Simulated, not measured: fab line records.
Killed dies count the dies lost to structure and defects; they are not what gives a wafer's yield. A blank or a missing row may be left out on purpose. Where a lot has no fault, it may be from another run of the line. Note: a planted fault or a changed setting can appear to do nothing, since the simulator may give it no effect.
Split-lot experiment	flow sfq-line	on a route of 325 steps: 5 lots, 23 wafers read

== THE SPLIT ITSELF ==
At SFQ_TRILAYER_M8_DEP_EVAP_198 (material Pt, target thk 50 nm, time 250 s), the setting time-s was moved away from the recipe's 250 s on 5 of the 23 wafers read, by -10.3% to +12.5%. The other wafers ran this setting at the recipe's value.

The reading is taken at the split's own step.

== THE READING ==
Pt_of_TRILAYER_M8_DEP_EVAP_198.thk-nm (the simulator's own value, which no gauge read), in nm, at SFQ_TRILAYER_M8_DEP_EVAP_198 (material Pt, target thk 50 nm, time 250 s). No usual value for it is given in the file. The 18 wafers here that ran the recipe average 50.43 nm, standard deviation 0.41 nm.

wafer	tool, chamber at the split	time-s as run, s	against the recipe	Pt_of_TRILAYER_M8_DEP_EVAP_198.thk-nm, nm	against lot-mates on the recipe
L075.3	pvd-sputter-01, -	250	recipe	50.01	-
L075.4	pvd-sputter-01, -	250	recipe	50.08	-
L075.5	pvd-sputter-01, -	250	recipe	50.15	-
L079.1	pvd-sputter-01, -	250	recipe	50.73	-
L079.2	pvd-sputter-01, -	224.3	-10.3%	45.78	-4.82
L079.4	pvd-sputter-01, -	250	recipe	50.03	-
L079.5	pvd-sputter-01, -	224.3	-10.3%	46.07	-4.53
L079.6	pvd-sputter-01, -	250	recipe	51.05	-
L080.1	pvd-sputter-02, -	250	recipe	50.71	-
L080.2	pvd-sputter-02, -	250	recipe	51.24	-
L080.3	pvd-sputter-02, -	250	recipe	49.88	-
L080.4	pvd-sputter-02, -	250	recipe	50.4	-
L080.5	pvd-sputter-02, -	250	recipe	51.06	-
L081.1	pvd-sputter-01, -	281.2	+12.5%	56.45	+6.10
L081.2	pvd-sputter-01, -	281.2	+12.5%	55.28	+4.93
L081.3	pvd-sputter-01, -	281.2	+12.5%	56.56	+6.21
L081.5	pvd-sputter-01, -	250	recipe	50.57	-
L081.6	pvd-sputter-01, -	250	recipe	50.13	-
L083.2	pvd-sputter-01, -	250	recipe	50.17	-
L083.3	pvd-sputter-01, -	250	recipe	50.71	-
L083.4	pvd-sputter-01, -	250	recipe	50.19	-
L083.5	pvd-sputter-01, -	250	recipe	50.65	-
L083.6	pvd-sputter-01, -	250	recipe	50.03	-

FIT RESULTS
A straight line over all 23 wafers: Pt_of_TRILAYER_M8_DEP_EVAP_198.thk-nm changes by +0.449 nm for each +1% of time-s; r = +0.99; the points scatter about the line by 0.44 nm.
The same after taking each lot's own level away (the mean of its wafers on the recipe; 23 wafers): +0.459 nm for each +1%; r = +0.99; scatter 0.39 nm.
That fit puts the effect of the largest move of time-s on the reading at 5.7 nm.
From 50.080 to 50.658 nm: that is the span of the lots' own levels, equal to 1.4 times the standard deviation above.
Consequently the slope shifts little with the lot-to-lot level, the two slopes agreeing.
Check: +5.61 nm against its lot-mates is what the line predicts for one of the wafers moved furthest among these (+12.5%) when that wafer is left out of the fit. It came out at +6.1 nm against them.

== THESE WAFERS: OTHER SPLITS ==
Other splits were also applied to these wafers ahead of the reading. Each is held against what the fit with the lots' levels taken away leaves over:
other split on the same wafers	wafers away from the commonest value	r with Pt_of_TRILAYER_M8_DEP_EVAP_198.thk-nm (lot level and that fit taken away)
SFQ_TRILAYER_I6_DEP_PECVD_165 time-s	7	+0.31
SFQ_TRILAYER_I6_VIA_LITHO_EXPOSE_170 dose-mj	8	+0.31
SFQ_TRILAYER_M7_DEP_SPUTTER_175 time-s	5	-0.37
SFQ_TRILAYER_M7_LITHO_COAT_182 spin-rpm	5	-0.14
SFQ_TRILAYER_I7_DEP_PECVD_183 time-s	7	-0.23
SFQ_TRILAYER_I7_VIA_BARC_OPEN_VIA_ETCH_260 time-s	8	-0.13

== FILE'S OWN FIT ==
Pt_of_TRILAYER_M8_DEP_EVAP_198.thk-nm changes by +0.458 nm for each +1% of time-s, r = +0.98.
